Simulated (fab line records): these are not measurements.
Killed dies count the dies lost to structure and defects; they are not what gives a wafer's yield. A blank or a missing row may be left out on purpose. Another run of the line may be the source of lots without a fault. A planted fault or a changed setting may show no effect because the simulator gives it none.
A lot that was struck, set against a sound lot | flow sky130 | 15 out of 708 route steps
Sound: these wafers, L815.1, L815.3, L815.5. Wafers struck: L827.2, L827.5, L827.6. Last of all comes the cause.
Order at every step that has rows: each side's tool, ch and its chambers, its first start. Under that, the readings that differ: sound wafers | struck wafers | difference of the means | sigmas: that difference in standard deviations of wafers without a fault.
alike: readings with means less than 2 such deviations apart, plus words and numbers identical on both sides. not compared: withheld readings, readings lacking a value on some wafer, bounds such as >300 that could conceal the same value, and numbers that have no deviation in the record and whose values overlap.
The two part at a step that has a row with sigmas, a row that says differs or no value, or rows on one side only. Numbers that don't overlap but have no deviation are shown without sigmas and don't part them. A reading missing from all wafers of one side parts the sides only when that side holds two or more wafers.

first, 1 step without rows for these wafers: SKY_PWDE_IMPLANT_08.
SKY_PWDE_STRIP_09: strips in O2/N2.
  sound on plasma asher-01 ch 0,1, day 4 20:08; struck on plasma asher-02 ch 0,1, day 7 14:44
  alike: chamber pressure mTorr, drypump motor current A, oes product au, strip time to endpoint s
  not compared: rf hours counter h
SKY_PWDE_TW_MEAS_10:
  sound on film metro-02, day 4 20:14; struck on film metro-01, day 7 14:50
  reading | sound       | struck      | difference | sigmas
  PWDE_TW | 369 372 372 | 382 381 379 | +10        | +2
then, 7 steps without rows for these wafers: SKY_NWELL_DEHYDRATE_03 (time 60 s); SKY_NWELL_HMDS_04 (prime time 60 s); SKY_NWELL_COAT_05 (resist thk 3000 nm); SKY_NWELL_SOFTBAKE_06; SKY_NWELL_EXPOSE_07 (exposes mask NWM, target cd 840 nm); SKY_NWELL_PEB_08; SKY_NWELL_DEVELOP_09 (develop time 60 s).
SKY_NWELL_OVL_MEAS_10:
  sound on overlay-02, day 5 13:56; struck on overlay-02, day 8 10:12
  alike: NWELL_00_OVL
next, for these wafers, 1 step has no rows: SKY_NWELL_IMPLANT_11.
SKY_NWELL_IMPLANT_12:
  sound on implanter-01 ch 0, day 5 14:07; struck on implanter-01 ch 0, day 8 10:24
  reading            | sound                         | struck                          | difference  | sigmas
  dose ions cm2      | 1.3011e+12 1.3003e+12 1.3e+12 | 1.4044e+12 1.403e+12 1.4027e+12 | +1.0290e+11 | +74
  faraday current uA | 7.28 7.54 7.13                | 7.87 7.98 7.92                  | +0.61       | +4
next, for these wafers, 1 step has no rows: SKY_NWELL_IMPLANT_13.
-- the record jumps here: 41 days lie between the struck wafers' starts before and after (it left off in module NWELL and takes up again in module PAD_OPEN, whose first step shown is number 708 of the route) --
SKY_PAD_OPEN_PROBE_99:
  sound on prober-01, day 46 21:53; struck on prober-01, day 49 14:37
  reading                                  | sound                   | struck                  | difference | sigmas
  model.etest.pfet_01v8_lvt.off log10 a um | -9.144 -9.16 -9.188     | -9.277 -9.292 -9.349    | -0.142     |
  model.etest.pfet_01v8_lvt.vt sat v (V)   | -0.4663 -0.4626 -0.4639 | -0.4827 -0.4764 -0.4741 | -0.0135    |
  model.etest.pfet_01v8_lvt.vt v (V)       | -0.5578 -0.5554 -0.5579 | -0.5678 -0.5604 -0.5612 | -0.0061    |
  model.etest.pfet_01v8_lvt.vt long v (V)  | -0.6724 -0.6712 -0.6734 | -0.6816 -0.6751 -0.6749 | -0.0049    |
  alike: killed_at_M0_to_M3, killed_at_M4_up, killed at contacts, killed at front end, killed at other, killed dies, killed open, killed short
  not compared: model.etest.pfet g5v0d10v5.off log10 a um, model.etest.pfet_16v.vt v, model.etest.pfet g5v0d10v5.vt long v

## WHERE THEY PART
First at SKY_PWDE_TW_MEAS_10; last, within this record, at SKY_NWELL_IMPLANT_12. Later steps at which nothing parts them and some readings are alike: SKY_PAD_OPEN_PROBE_99.

WHY: what the simulator had put in
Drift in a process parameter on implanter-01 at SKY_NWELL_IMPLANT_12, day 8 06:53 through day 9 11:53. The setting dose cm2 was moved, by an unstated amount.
